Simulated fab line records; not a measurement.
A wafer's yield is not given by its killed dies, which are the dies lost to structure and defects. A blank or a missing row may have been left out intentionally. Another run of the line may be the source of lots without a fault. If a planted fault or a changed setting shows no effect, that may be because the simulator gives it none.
fab line records	flow sky130
[record] lots = 5	wafers = 23
route steps=708 shown VT_ADJUST_PCH@151 SONOS_ONO@168 GATE_OXIDE@192 RES_PROTECT@210 LDD_N@239 LDD_P@264 LDD_HVN@275
start-h: hours from the record's opening day to when the first of the lot's shown wafers began	wait-h: hours since the lot's step before	" unchanged from the row above	L1.1+2: one row covering several wafers at once	- either no value or no given start	* or withheld: withheld	< > ~ a bound
route shown NAME@n: a module of which the file shows steps, and the number in the route of the first	usual: mean/standard deviation of fault-free wafers	same: alike in all rows	chamber/n: place in a boat	sites: readings site by site	_std_site: their standard deviation	_edge_site: the outer-site mean with the inner-site mean subtracted	radius-mm: how far each site lies from the wafer's centre	mask NAME#n: copy n	behind: tool/chamber where the wafer was last shaped	hold: reason for holding the lot/hours on hold/outcome of the hold	device: names the non-switching transistor (n, p or np)	end of line: at the end of the route, the tests of the same wafers	for a step that has no rows: nothing shown but its recipe	killed: dies lost to structure and defects at the first sort, not the wafer's yield	map: dies across one wafer; x = killed, . = not, _ = none there
set.NAME: the setting as run; set.NAME@STEP: as run at that earlier step	model.NAME: the simulator's own value behind a step, which no gauge read
lots run with intentionally changed settings; tables by step, rows by wafer
[[steps]]
[step SKY_VT_ADJUST_PCH_IMPLANT_08]
[recipe] species = B	energy-kev = 10	dose-cm2 = 5e+11	tilt-deg = withheld
lot.wafer	tool	chamber	start-h	wait-h	set.dose-cm2
L074.1+4+5	implanter-03	0	221.42	0.0	5.291e+11
L074.2+3	"	0	"	"	5e+11
L076.1+6	implanter-03	0	232.62	0.0	5.359e+11
L076.2+3+5	"	0	"	"	5e+11
L081.1+2+5	implanter-01	0	276.66	0.0	4.729e+11
L081.3+6	"	0	"	"	5e+11
L083.2+3+4	implanter-01	0	286.94	0.0	5e+11
L083.5+6	"	0	"	"	4.79e+11
L084.1+2+5	implanter-03	0	288.16	0.0	5e+11
[step SKY_VT_ADJUST_PCH_STRIP_09]
[recipe] chemistry = O2/N2	power-w = 1400	pressure-mtorr = 1500	platen-temp-c = withheld	o2-flow-sccm = 3000	n2-flow-sccm = 300	overash-fraction = 0.5
[step SKY_VT_ADJUST_PCH_TW_MEAS_10]
[usual] VT_ADJUST_PCH_TW = 143.2/0.99
lot.wafer	tool	chamber	start-h	wait-h	set.dose-cm2@VT_ADJUST_PCH_IMPLANT_08	VT_ADJUST_PCH_TW
L074.1	film-metro-04	-	221.67	0.1	5.291e+11	145.5
L074.2	"	-	"	"	5e+11	142.8
L074.3	"	-	"	"	5e+11	144.1
L074.4	"	-	"	"	5.291e+11	146.2
L074.5	"	-	"	"	5.291e+11	145.0
L076.1	film-metro-03	-	232.87	0.1	5.359e+11	146.1
L076.2	"	-	"	"	5e+11	144.5
L076.3	"	-	"	"	5e+11	144.7
L076.5	"	-	"	"	5e+11	144.8
L076.6	"	-	"	"	5.359e+11	146.9
L081.1	film-metro-04	-	276.91	0.1	4.729e+11	141.5
L081.2	"	-	"	"	4.729e+11	140.3
L081.3	"	-	"	"	5e+11	142.2
L081.5	"	-	"	"	4.729e+11	141.7
L081.6	"	-	"	"	5e+11	143.1
L083.2	film-metro-04	-	287.17	0.1	5e+11	142.7
L083.3	"	-	"	"	5e+11	142.4
L083.4	"	-	"	"	5e+11	143.0
L083.5	"	-	"	"	4.79e+11	141.5
L083.6	"	-	"	"	4.79e+11	140.6
L084.1	film-metro-04	-	288.41	0.1	5e+11	142.1
L084.2	"	-	"	"	5e+11	142.2
L084.5	"	-	"	"	5e+11	142.8
[step SKY_SONOS_ONO_OXIDATION_00]
[recipe] temp-c = 800	ambient = O2	idle-temp-c = 700	ramp-up-c-per-min = 10	ramp-down-c-per-min = 3	stabilise-s = 600	purge-s = 300	target-thk-a = 26	ox-time-s = 1249
lot.wafer	tool	chamber	start-h	wait-h	set.ox-time-s	model.SiO2_of_SONOS_ONO_OXIDATION_00.thk-nm
L074.1	-	-	-	2.4	1249	2.639
L074.2	"	-	"	"	1249	2.65
L074.3	"	-	"	"	1249	2.643
L074.4	"	-	"	"	1249	2.651
L074.5	"	-	"	"	1249	2.667
L076.1	-	-	-	5.3	1177	2.522
L076.2	"	-	"	"	1177	2.541
L076.3	"	-	"	"	1177	2.502
L076.5	"	-	"	"	1177	2.529
L076.6	"	-	"	"	1177	2.483
L081.1	-	-	-	0.0	1358	2.71
L081.2	"	-	"	"	1358	2.752
L081.3	"	-	"	"	1358	2.722
L081.5	"	-	"	"	1358	2.76
L081.6	"	-	"	"	1358	2.79
L083.2	-	-	-	0.4	1249	2.616
L083.3	"	-	"	"	1249	2.615
L083.4	"	-	"	"	1249	2.582
L083.5	"	-	"	"	1249	2.639
L083.6	"	-	"	"	1249	2.638
L084.1	furnace-02	0	316.82	1.9	1249	2.62
L084.2	"	0	"	"	1249	2.602
L084.5	"	0	"	"	1249	2.579
[step SKY_SONOS_ONO_EXPOSE_10]
[recipe] mask-id = ONOM	target-cd-nm = 410	na = 0.6	source-shape = conventional	sigma-outer = 0.6	dose-mj = 150
lot.wafer	tool	chamber	start-h	wait-h	mask	set.dose-mj
L074.1+2+5	iline-stepper-02	0	-	-	ONOM#0	150
L074.3+4	"	0	"	"	ONOM#0	143.5
L076.1+5	iline-stepper-01	0	-	-	ONOM#0	150
L076.2+3+6	"	0	"	"	ONOM#0	160.5
L081.1+2+3+5+6	iline-stepper-01	0	-	-	ONOM#0	150
L083.2+6	iline-stepper-02	0	-	-	ONOM#0	150
L083.3+4+5	"	0	"	"	ONOM#0	143.7
L084.1+2+5	iline-stepper-01	0	-	-	ONOM#0	150
[step SKY_SONOS_ONO_PEB_11]
[recipe] temp-c = withheld	time-s = *	resist = NOVOLAK
[step SKY_SONOS_ONO_DEVELOP_12]
[recipe] develop-time-s = 60	dev-temp-c = 23
[step SKY_SONOS_ONO_CD_MEAS_13]
[recipe] target-cd-nm = 410
[usual] cd-nm = 409.9/2.4
lot.wafer	tool	chamber	start-h	wait-h	set.dose-mj@SONOS_ONO_EXPOSE_10	cd-nm
L074.1	cd-sem-01	-	315.96	0.1	150	412.7
L074.2	"	-	"	"	150	411.7
L074.3	"	-	"	"	143.5	423.4
L074.4	"	-	"	"	143.5	425.4
L074.5	"	-	"	"	150	411.9
L076.1	cd-sem-01	-	317.16	0.1	150	412.3
L076.2	"	-	"	"	160.5	394.4
L076.3	"	-	"	"	160.5	393.2
L076.5	"	-	"	"	150	411.3
L076.6	"	-	"	"	160.5	393.9
L081.1	cd-sem-02	-	327.56	0.1	150	405.8
L081.2	"	-	"	"	150	405.2
L081.3	"	-	"	"	150	407.0
L081.5	"	-	"	"	150	404.8
L081.6	"	-	"	"	150	406.8
L083.2	cd-sem-01	-	344.25	0.1	150	407.5
L083.3	"	-	"	"	143.7	419.0
L083.4	"	-	"	"	143.7	419.3
L083.5	"	-	"	"	143.7	419.9
L083.6	"	-	"	"	150	410.5
L084.1	cd-sem-02	-	345.78	0.1	150	412.4
L084.2	"	-	"	"	150	411.2
L084.5	"	-	"	"	150	410.6
[step SKY_SONOS_ONO_ETCH_15]
[recipe] target-depth-nm = 19.52	chemistry = CHF3/O2	source-w = 600	bias-w = 200	pressure-mtorr = 40	chf3-flow-sccm = 50	O2_flow_sccm = 5	time-s = 7.8
lot.wafer	tool	chamber	start-h	wait-h	set.dose-mj@SONOS_ONO_EXPOSE_10	model.SONOS_ONO.cd-nm
L074.1	rie-diel-03	1	316.12	0.0	150	412.7
L074.2	"	2	"	"	150	411.5
L074.3	"	0	"	"	143.5	423.4
L074.4	"	3	"	"	143.5	425.6
L074.5	"	3	"	"	150	412.1
L076.1	rie-diel-01	2	317.32	0.0	150	412.1
L076.2	"	3	"	"	160.5	393.9
L076.3	"	0	"	"	160.5	393.1
L076.5	"	2	"	"	150	411.3
L076.6	"	3	"	"	160.5	393.6
L081.1	rie-diel-01	0	327.72	0.0	150	405.9
L081.2	"	2	"	"	150	405
L081.3	"	1	"	"	150	407
L081.5	"	1	"	"	150	405.1
L081.6	"	2	"	"	150	406.8
L083.2	rie-diel-01	3	344.38	0.0	150	407.5
L083.3	"	1	"	"	143.7	418.9
L083.4	"	0	"	"	143.7	419.7
L083.5	"	1	"	"	143.7	420
L083.6	"	2	"	"	150	410.1
L084.1	rie-diel-03	3	345.93	0.0	150	412.7
L084.2+5	"	2	"	"	150	410.9
[step SKY_GATE_OXIDE_COAT_05]
[recipe] resist = NOVOLAK	spin-rpm = 3000	resist-thk-nm = 1140
lot.wafer	tool	chamber	start-h	wait-h	set.resist-thk-nm	model.NOVOLAK_of_GATE_OXIDE_COAT_05.thk-nm
L074.1	litho-track-04	0	330.08	0.1	1111	1109
L074.2+5	"	0	"	"	1140	1137
L074.3	"	0	"	"	1140	1135
L074.4	"	0	"	"	1111	1111
L076.1	litho-track-01	0	330.98	0.1	1174	1180
L076.2	"	0	"	"	1174	1179
L076.3	"	0	"	"	1140	1142
L076.5	"	0	"	"	1140	1145
L076.6	"	0	"	"	1174	1181
L081.1	litho-track-02	0	347.91	0.1	1161	1160
L081.2+3	"	0	"	"	1140	1138
L081.5	"	0	"	"	1140	1136
L081.6	"	0	"	"	1161	1158
L083.2+4	litho-track-01	0	358.85	0.1	1140	1143
L083.3	"	0	"	"	1185	1188
L083.5	"	0	"	"	1140	1145
L083.6	"	0	"	"	1185	1187
L084.1+2	litho-track-02	0	363.21	0.1	1140	1138
L084.5	"	0	"	"	1140	1140
[step SKY_GATE_OXIDE_DEVELOP_09]
[recipe] resist = NOVOLAK	developer = TMAH	develop-time-s = 60	dev-temp-c = 23
lot.wafer	tool	chamber	start-h	wait-h	set.dev-temp-c
L074.1+3+4	litho-track-04	0	344.38	0.1	23
L074.2+5	"	0	"	"	22.04
L076.1+5+6	litho-track-01	0	345.03	0.1	26.5
L076.2+3	"	0	"	"	23
L081.1+2+3+5+6	litho-track-01	0	360.63	0.1	23
L083.2+3+6	litho-track-01	0	373.00	0.1	24.65
L083.4+5	"	0	"	"	23
L084.1+2+5	litho-track-02	0	376.36	0.1	23
[step SKY_GATE_OXIDE_IMPLANT_11]
[recipe] species = B	energy-kev = 10	dose-cm2 = 2.6e+12	tilt-deg = withheld
[step SKY_GATE_OXIDE_WET_ETCH_12]
[recipe] chemistry = dHF	target-depth-nm = 16.8	dry = n2-spin	target = SiO2	dilution = 100:1	temp-c = 25	time-s = 336
[step SKY_GATE_OXIDE_STRIP_13]
[recipe] chemistry = O2/N2	power-w = 1400	pressure-mtorr = 1500	platen-temp-c = withheld	o2-flow-sccm = 3000	n2-flow-sccm = 300	overash-fraction = 0.5
[usual] strip-time-to-endpoint-s = 14.18/0.037
lot.wafer	tool	chamber	start-h	wait-h	set.resist-thk-nm@GATE_OXIDE_COAT_05	strip-time-to-endpoint-s
L074.1	plasma-asher-01	0	344.82	0.0	1111	13.81
L074.2	"	1	"	"	1140	14.14
L074.3	"	1	"	"	1140	14.12
L074.4	"	0	"	"	1111	13.82
L074.5	"	1	"	"	1140	14.14
L076.1	plasma-asher-01	1	345.47	0.0	1174	14.60
L076.2	"	0	"	"	1174	14.60
L076.3	"	1	"	"	1140	14.20
L076.5	"	0	"	"	1140	14.24
L076.6	"	1	"	"	1174	14.63
L081.1	plasma-asher-02	1	361.07	0.0	1161	14.37
L081.2	"	0	"	"	1140	14.16
L081.3	"	0	"	"	1140	14.15
L081.5	"	0	"	"	1140	14.13
L081.6	"	1	"	"	1161	14.36
L083.2	plasma-asher-02	0	373.43	0.0	1140	14.22
L083.3	"	0	"	"	1185	14.72
L083.4	"	1	"	"	1140	14.20
L083.5	"	0	"	"	1140	14.24
L083.6	"	1	"	"	1185	14.68
L084.1	plasma-asher-01	0	376.80	0.0	1140	14.15
L084.2	"	1	"	"	1140	14.15
L084.5	"	0	"	"	1140	14.16
[step SKY_RES_PROTECT_EXPOSE_04]
[recipe] mask-id = RPM	na = 0.6	source-shape = conventional	sigma-outer = 0.6	polarization = unpolarized	target-cd-nm = 1270	dose-mj = 131
lot.wafer	tool	chamber	start-h	wait-h	mask	set.dose-mj
L074.1+2+3+4+5	iline-stepper-02	0	-	-	RPM#0	131
L076.1+2+3	iline-stepper-02	0	-	-	RPM#0	131
L076.5+6	"	0	"	"	RPM#0	138.7
L081.1+2+3+5+6	iline-stepper-01	0	-	-	RPM#0	131
L083.2+4	iline-stepper-02	0	-	-	RPM#0	131
L083.3+5+6	"	0	"	"	RPM#0	135.4
L084.1+2+5	iline-stepper-02	0	-	-	RPM#0	131
[step SKY_RES_PROTECT_PEB_05]
[recipe] temp-c = withheld	time-s = *	resist = NOVOLAK
[step SKY_RES_PROTECT_DEVELOP_06]
[recipe] resist = NOVOLAK	developer = TMAH	develop-time-s = 58.99	dev-temp-c = 23
lot.wafer	tool	chamber	start-h	wait-h	set.dose-mj@RES_PROTECT_EXPOSE_04	model.RES_PROTECT.cd-nm
L074.1	litho-track-03	0	375.44	0.1	131	1271
L074.2+5	"	0	"	"	131	1272
L074.3+4	"	0	"	"	131	1273
L076.1+2+3	litho-track-04	0	376.23	0.1	131	1273
L076.5	"	0	"	"	138.7	1255
L076.6	"	0	"	"	138.7	1256
L081.1+2+3+5	litho-track-01	0	394.78	0.1	131	1271
L081.6	"	0	"	"	131	1270
L083.2+4	litho-track-01	0	405.35	0.1	131	1271
L083.3+5+6	"	0	"	"	135.4	1262
L084.1+5	litho-track-03	0	409.69	0.1	131	1273
L084.2	"	0	"	"	131	1270
[step SKY_LDD_N_COAT_02]
[recipe] resist = NOVOLAK	spin-rpm = 3000	resist-thk-nm = 300
lot.wafer	tool	chamber	start-h	wait-h	set.spin-rpm	model.NOVOLAK_of_LDD_N_COAT_02.thk-nm
L074.1	litho-track-04	0	426.93	0.1	3000	299
L074.2	"	0	"	"	3140	292.6
L074.3+4	"	0	"	"	3140	292.8
L074.5	"	0	"	"	3000	299.7
L076.1	litho-track-04	0	427.53	0.1	3214	290.5
L076.2	"	0	"	"	3000	300.1
L076.3	"	0	"	"	3000	299.7
L076.5	"	0	"	"	3214	289.6
L076.6	"	0	"	"	3000	299.2
L081.1	litho-track-02	0	443.71	0.1	2801	311.7
L081.2	"	0	"	"	2801	312.2
L081.3	"	0	"	"	3000	301.3
L081.5	"	0	"	"	3000	300.5
L081.6	"	0	"	"	2801	311.5
L083.2+4	litho-track-02	0	456.78	0.1	3000	300.3
L083.3	"	0	"	"	3000	301.3
L083.5	"	0	"	"	2931	303.9
L083.6	"	0	"	"	2931	303.6
L084.1	litho-track-02	0	460.81	0.1	3000	301.3
L084.2	"	0	"	"	3000	301.6
L084.5	"	0	"	"	3000	300.9
[step SKY_LDD_N_IMPLANT_11]
[recipe] species = As	energy-kev = 20	dose-cm2 = 7.5e+13	tilt-deg = withheld	rotation-deg = 293
lot.wafer	tool	chamber	start-h	wait-h	set.energy-kev	model.implant.rp-nm	model.implant.drp-nm
L074.1+2+3+4+5	implanter-03	0	441.82	0.1	20	15.25	7.212
L076.1+2+5	implanter-03	0	443.02	0.1	20.62	16.02	7.366
L076.3+6	"	0	"	"	20	15.67	7.212
L081.1+3	implanter-03	0	460.57	0.1	20	15.87	7.212
L081.2+5+6	"	0	"	"	18.97	15.27	6.953
L083.2+4+5	implanter-01	0	471.64	0.1	20	15.56	7.212
L083.3+6	"	0	"	"	20.41	15.79	7.314
L084.1+2+5	implanter-01	0	475.97	0.1	20	15.35	7.212
[step SKY_LDD_N_IMPLANT_12]
[recipe] species = BF2	energy-kev = 50	dose-cm2 = 5e+12	tilt-deg = 30	rotation-deg = 0
[step SKY_LDD_N_IMPLANT_13]
[recipe] species = BF2	energy-kev = 50	dose-cm2 = 5e+12	tilt-deg = 30	rotation-deg = 90
[step SKY_LDD_N_IMPLANT_14]
[recipe] species = BF2	energy-kev = 50	dose-cm2 = 5e+12	tilt-deg = 30	rotation-deg = 180
[step SKY_LDD_N_IMPLANT_15]
[recipe] species = BF2	energy-kev = 50	dose-cm2 = 5e+12	tilt-deg = 30	rotation-deg = 270
[step SKY_LDD_N_STRIP_16]
[recipe] chemistry = O2/N2	power-w = 1400	pressure-mtorr = 1500	platen-temp-c = withheld	o2-flow-sccm = 3000	n2-flow-sccm = 300	overash-fraction = 0.5
[usual] strip-time-to-endpoint-s = 4.319/0.012
lot.wafer	tool	chamber	start-h	wait-h	set.spin-rpm@LDD_N_COAT_02	strip-time-to-endpoint-s
L074.1	plasma-asher-04	1	442.57	0.1	3000	4.293
L074.2	"	0	"	"	3140	4.208
L074.3	"	0	"	"	3140	4.235
L074.4	"	1	"	"	3140	4.207
L074.5	"	0	"	"	3000	4.318
L076.1	plasma-asher-04	0	443.77	0.1	3214	4.197
L076.2	"	1	"	"	3000	4.309
L076.3	"	1	"	"	3000	4.320
L076.5	"	0	"	"	3214	4.196
L076.6	"	1	"	"	3000	4.309
L081.1	plasma-asher-03	1	461.32	0.1	2801	4.474
L081.2	"	0	"	"	2801	4.462
L081.3	"	1	"	"	3000	4.319
L081.5	"	1	"	"	3000	4.326
L081.6	"	0	"	"	2801	4.452
L083.2	plasma-asher-04	1	472.36	0.1	3000	4.313
L083.3	"	0	"	"	3000	4.337
L083.4	"	1	"	"	3000	4.321
L083.5	"	1	"	"	2931	4.363
L083.6	"	0	"	"	2931	4.368
L084.1	plasma-asher-02	0	476.72	0.1	3000	4.334
L084.2	"	1	"	"	3000	4.323
L084.5	"	0	"	"	3000	4.335
[step SKY_LDD_P_IMPLANT_09]
[recipe] species = BF2	energy-kev = 25	dose-cm2 = 1e+13	tilt-deg = withheld
lot.wafer	tool	chamber	start-h	wait-h	set.energy-kev	model.implant.rp-nm	model.implant.drp-nm
L074.1+2+5	implanter-01	0	473.37	0.0	23.93	20.14	11.06
L074.3+4	"	0	"	"	25	20.86	11.41
L076.1+2+6	implanter-01	0	474.28	0.0	25	21.35	11.41
L076.3+5	"	0	"	"	25.97	22.01	11.72
L081.1+5	implanter-02	0	492.75	0.0	25.75	21.5	11.65
L081.2+3+6	"	0	"	"	25	20.99	11.41
L083.2+3+6	implanter-02	0	503.76	0.0	25	20.24	11.41
L083.4+5	"	0	"	"	23.55	19.29	10.94
L084.1+2+5	implanter-01	0	508.07	0.0	25	21.34	11.41
[step SKY_LDD_P_STRIP_10]
[recipe] chemistry = O2/N2	power-w = 1400	pressure-mtorr = 1500	platen-temp-c = withheld	o2-flow-sccm = 3000	n2-flow-sccm = 300	overash-fraction = 0.5
[step SKY_LDD_P_TW_MEAS_11]
[usual] LDD_P_TW = 636.3/2.9
lot.wafer	tool	chamber	start-h	wait-h	set.energy-kev@LDD_P_IMPLANT_09	LDD_P_TW
L074.1	film-metro-04	-	473.62	0.1	23.93	629.0
L074.2	"	-	"	"	23.93	630.8
L074.3	"	-	"	"	25	632.4
L074.4	"	-	"	"	25	637.7
L074.5	"	-	"	"	23.93	627.2
L076.1	film-metro-02	-	474.53	0.1	25	633.3
L076.2	"	-	"	"	25	631.3
L076.3	"	-	"	"	25.97	640.1
L076.5	"	-	"	"	25.97	641.1
L076.6	"	-	"	"	25	635.3
L081.1	film-metro-02	-	493.00	0.1	25.75	644.1
L081.2	"	-	"	"	25	635.6
L081.3	"	-	"	"	25	638.3
L081.5	"	-	"	"	25.75	642.0
L081.6	"	-	"	"	25	638.1
L083.2	film-metro-01	-	503.99	0.1	25	640.6
L083.3	"	-	"	"	25	637.3
L083.4	"	-	"	"	23.55	631.2
L083.5	"	-	"	"	23.55	629.4
L083.6	"	-	"	"	25	640.1
L084.1	film-metro-01	-	508.32	0.1	25	639.4
L084.2	"	-	"	"	25	633.2
L084.5	"	-	"	"	25	637.8
[step SKY_LDD_HVN_IMPLANT_08]
[recipe] species = P	energy-kev = 60	dose-cm2 = 3e+13	tilt-deg = 40
lot.wafer	tool	chamber	start-h	wait-h	set.energy-kev	model.implant.rp-nm	model.implant.drp-nm
L074.1+2+4	implanter-02	0	505.21	0.0	60	56.1	28.15
L074.3+5	"	0	"	"	62.52	58.51	29.18
L076.1+2+3	implanter-04	0	506.11	0.0	60	55.84	28.15
L076.5+6	"	0	"	"	59.09	54.98	27.78
L081.1+2+3+5+6	implanter-02	0	523.51	0.0	60	57.65	28.15
L083.2+3+5	implanter-04	0	534.50	0.0	60	55.18	28.15
L083.4+6	"	0	"	"	61.88	56.95	28.91
L084.1+2+5	implanter-02	0	539.26	0.0	60	54.71	28.15
[[key]]
[split] step = SKY_VT_ADJUST_PCH_IMPLANT_08	setting = dose-cm2	stated = 5e+11	by = wafer
[response] step = SKY_VT_ADJUST_PCH_TW_MEAS_10	reading = VT_ADJUST_PCH_TW	change = +0.305	per = 1%	r = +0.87
[split] step = SKY_SONOS_ONO_OXIDATION_00	setting = ox-time-s	stated = 1249	by = lot
[response] step = SKY_SONOS_ONO_OXIDATION_00	reading = model.SiO2_of_SONOS_ONO_OXIDATION_00.thk-nm	change = +0.0157	per = 1%	r = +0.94
[split] step = SKY_SONOS_ONO_EXPOSE_10	setting = dose-mj	stated = 150	by = wafer
[response] step = SKY_SONOS_ONO_CD_MEAS_13	reading = cd-nm	change = -2.61	per = 1%	r = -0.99
[response] step = SKY_SONOS_ONO_ETCH_15	reading = model.SONOS_ONO.cd-nm	change = -2.64	per = 1%	r = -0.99
[split] step = SKY_GATE_OXIDE_COAT_05	setting = resist-thk-nm	stated = 1140	by = wafer
[response] step = SKY_GATE_OXIDE_COAT_05	reading = model.NOVOLAK_of_GATE_OXIDE_COAT_05.thk-nm	change = +11.3	per = 1%	r = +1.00
[response] step = SKY_GATE_OXIDE_STRIP_13	reading = strip-time-to-endpoint-s	change = *	per = 1%	r = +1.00
[split] step = SKY_GATE_OXIDE_DEVELOP_09	setting = dev-temp-c	stated = 23	by = wafer
response none clear
[split] step = SKY_RES_PROTECT_EXPOSE_04	setting = dose-mj	stated = 131	by = wafer
[response] step = SKY_RES_PROTECT_DEVELOP_06	reading = model.RES_PROTECT.cd-nm	change = -2.86	per = 1%	r = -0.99
[split] step = SKY_LDD_N_COAT_02	setting = spin-rpm	stated = 3000	by = wafer
[response] step = SKY_LDD_N_COAT_02	reading = model.NOVOLAK_of_LDD_N_COAT_02.thk-nm	change = -1.47	per = 1%	r = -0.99
[response] step = SKY_LDD_N_STRIP_16	reading = strip-time-to-endpoint-s	change = *	per = 1%	r = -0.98
[split] step = SKY_LDD_N_IMPLANT_11	setting = energy-kev	stated = 20	by = wafer
[response] step = SKY_LDD_N_IMPLANT_11	reading = model.implant.rp-nm	change = +0.115	per = 1%	r = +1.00
[response] step = SKY_LDD_N_IMPLANT_11	reading = model.implant.drp-nm	change = +0.0501	per = 1%	r = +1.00
[split] step = SKY_LDD_P_IMPLANT_09	setting = energy-kev	stated = 25	by = wafer
[response] step = SKY_LDD_P_IMPLANT_09	reading = model.implant.rp-nm	change = +0.167	per = 1%	r = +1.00
[response] step = SKY_LDD_P_IMPLANT_09	reading = model.implant.drp-nm	change = +0.0808	per = 1%	r = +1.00
[response] step = SKY_LDD_P_TW_MEAS_11	reading = LDD_P_TW	change = +1.63	per = 1%	r = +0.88
[split] step = SKY_LDD_HVN_IMPLANT_08	setting = energy-kev	stated = 60	by = wafer
[response] step = SKY_LDD_HVN_IMPLANT_08	reading = model.implant.rp-nm	change = +0.57	per = 1%	r = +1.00
[response] step = SKY_LDD_HVN_IMPLANT_08	reading = model.implant.drp-nm	change = +0.244	per = 1%	r = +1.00
